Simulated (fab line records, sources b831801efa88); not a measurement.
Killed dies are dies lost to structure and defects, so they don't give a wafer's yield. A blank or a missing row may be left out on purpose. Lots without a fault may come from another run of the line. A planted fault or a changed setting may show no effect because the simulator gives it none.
Problem report in the 8D (eight disciplines) form, filled by code | flow gf180mcu | the parts of the form that need people (team, actions taken, sign-off) are left out

1. THE PROBLEM
bias_w at GF_POLY_GATE_ETCH_12 reads a mean of 91.8 W on 6 wafers of 2 lots; wafers without a fault read 100.0 W with a standard deviation of 0.31. That is -27 standard deviations from the usual mean.
The step: etches BARC in N2/H2.
First seen on wafer L477.1, day 11 10:13, on rie_diel-01. The record holds 39 wafers of 13 lots with a number at this step. Rule for "out", or "out of limits": more than 4 standard deviations from the usual mean. The other wafers with a number count as sound.

2. WHAT IT IS AND WHAT IT IS NOT
question                    | is                     | is not
which readings at this step | bias_w                 | drypump_motor_current_A, oes_product_au, throttle_valve_pct
which lots                  | L477, L479             | L471, L472, L483, L484, L486, L487, L488, L489, L490, L492, L493
which wafers of those lots  | all that have a number | -
read on which tools         | rie_diel-01            | rie_diel-02, rie_diel-03
when                        | from day 11 10:13      | up to then (6 sound wafers); but 27 sound wafers of L483, L484, L486, L487, L488, L489, L490, L492, L493 came after

3. SUSPECTS, AND WHAT RULES EACH OUT
Counting: a tool at a process step up to the reading stays a suspect if it ran every lot that is out and no sound lot after the first of them.
- rie_diel-01 at GF_POLY_GATE_ETCH_12 (etches BARC in N2/H2): ruled out as a lasting fault. Sound lots L488, L490, L493 ran on it after its first lot that is out, L477 (day 11 10:13).
Left after counting: nothing in the record.

4. THE CAUSE (what the simulator had put in)
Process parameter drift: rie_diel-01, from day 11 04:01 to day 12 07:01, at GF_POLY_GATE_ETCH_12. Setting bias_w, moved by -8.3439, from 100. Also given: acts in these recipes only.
Counting ruled it out, wrongly.

5. THE CHAIN OF EFFECTS, in route order
Each row: a reading whose mean over the struck wafers that have a number lies more than 3 standard deviations from the usual. Only readings for which the record gives a usual standard deviation are gone through. hours: the time from each lot's start at the first step in this table that gives one to its start at this step, as a median over the lots. sigmas: the change in usual standard deviations.
hours | step                 | reading | usual   | on struck wafers | change | sigmas
0     | GF_POLY_GATE_ETCH_12 | bias_w  | 100.0 W | 91.8             | -8.2   | -27
The process steps in it:
- GF_POLY_GATE_ETCH_12: etches BARC in N2/H2.
Later measuring or inspecting steps at which every struck wafer that the step has a row for has a number for every such reading, and none has moved that far: GF_V1_OVL_MEAS_15.

6. WHAT WOULD HAVE CAUGHT IT SOONER
In this record the first reading out of limits was taken at day 11 10:13, 6 hours after the fault began at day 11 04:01.
